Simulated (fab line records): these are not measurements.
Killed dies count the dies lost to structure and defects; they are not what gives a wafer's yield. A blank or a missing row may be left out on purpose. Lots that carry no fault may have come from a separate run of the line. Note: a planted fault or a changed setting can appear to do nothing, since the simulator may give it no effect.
Check of tool commonality ; flow gf180mcu ; Sampled: 14 lots, 51 wafers

== REASON FOR OPENING ==
GF_DNWELL_TW_MEAS_09, reading DNWELL_TW: flagged on 3 of 14 lots. No-fault wafers: 1354, standard deviation 11.
Rule: a lot is flagged when every wafer of it that has a number lies more than 4 standard deviations from that mean, or none has a number. The rest of the lots are taken to be sound.

lot;measured;on;DNWELL_TW, wafer by wafer;flag
L301;day 2 18:51;filmMetro-04;1353 1346 1349;
L302;day 2 23:28;filmMetro-04;1334 1336 1332;
L303;day 3 08:35;filmMetro-03;1359 1367 1377;
L305;day 3 22:12;filmMetro-03;1356 1351 1351;
L307;day 4 11:51;filmMetro-03;1711 1711 1724 1708 1706 1714;FLAGGED
L309;day 4 16:07;filmMetro-03;1369 1361 1362;
L310;day 5 02:46;filmMetro-03;1699 1701 1712 1703 1704 1706;FLAGGED
L313;day 5 11:49;filmMetro-04;1353 1355 1353;
L314;day 5 16:41;filmMetro-01;1704 1683 1689 1690 1698 1700;FLAGGED
L315;day 5 23:24;filmMetro-03;1359 1359 1356;
L319;day 6 20:32;filmMetro-03;1350 1357 1348;
L320;day 7 01:01;filmMetro-01;1346 1352 1347;
L321;day 7 05:28;filmMetro-03;1373 1363 1366;
L324;day 7 22:03;filmMetro-03;1355 1353 1358;
On average the flagged lots' numbers are 1704, which is +350 against the usual, or +32 standard deviations.

== TOOL THAT RAN EACH LOT ==
The record holds 1 process step before the reading, out of a route of 602 steps. Each cell gives the tool, then ch followed by the chambers the sampled wafers passed through, then the start.
lot;flag;GF_DNWELL_IMPLANT_07
L301;;implanter-04 ch 0, day 2 18:36
L302;;implanter-01 ch 0, day 2 23:13
L303;;implanter-02 ch 0, day 3 08:22
L305;;implanter-02 ch 0, day 3 21:57
L307;FLAGGED;implanter-01 ch 0, day 4 11:00
L309;;implanter-01 ch 0, day 4 15:52
L310;FLAGGED;implanter-01 ch 0, day 5 02:05
L313;;implanter-04 ch 0, day 5 11:35
L314;FLAGGED;implanter-01 ch 0, day 5 15:59
L315;;implanter-04 ch 0, day 5 23:09
L319;;implanter-01 ch 0, day 6 20:20
L320;;implanter-01 ch 0, day 7 00:48
L321;;implanter-04 ch 0, day 7 05:14
L324;;implanter-04 ch 0, day 7 21:50
These steps, and what they do:
- GF_DNWELL_IMPLANT_07
- GF_DNWELL_TW_MEAS_09

== FLAGGED AGAINST TOTAL, ONE TOOL AT A TIME (gauges that did the reading follow at the end) ==
step;tool;lots run;flagged;share of the flagged lots;sound lots run after its first flagged lot
GF_DNWELL_IMPLANT_07;implanter-01;7;3;all;3 (L309,L319,L320)
GF_DNWELL_IMPLANT_07;implanter-02;2;0;none;-
GF_DNWELL_IMPLANT_07;implanter-04;5;0;none;-
GF_DNWELL_TW_MEAS_09;filmMetro-01;2;1;some;1 (L320)
GF_DNWELL_TW_MEAS_09;filmMetro-03;9;2;some;5 (L309,L315,L319,L321,L324)
GF_DNWELL_TW_MEAS_09;filmMetro-04;3;0;none;-

== THE TABLE: WHAT IT ALLOWS ==
1 row of the table ran every flagged lot: implanter-01 at GF_DNWELL_IMPLANT_07.
- implanter-01 at GF_DNWELL_IMPLANT_07 ran 7 lots, 3 of them flagged. Lots that were sound ran on it after the first flagged one (L309, L319, L320); a persistent fault on the entire tool would not allow that.
None of the table's rows ran every flagged lot and, after the first, no sound lot.

== WHAT HAD BEEN PUT IN BY THE SIMULATOR ==
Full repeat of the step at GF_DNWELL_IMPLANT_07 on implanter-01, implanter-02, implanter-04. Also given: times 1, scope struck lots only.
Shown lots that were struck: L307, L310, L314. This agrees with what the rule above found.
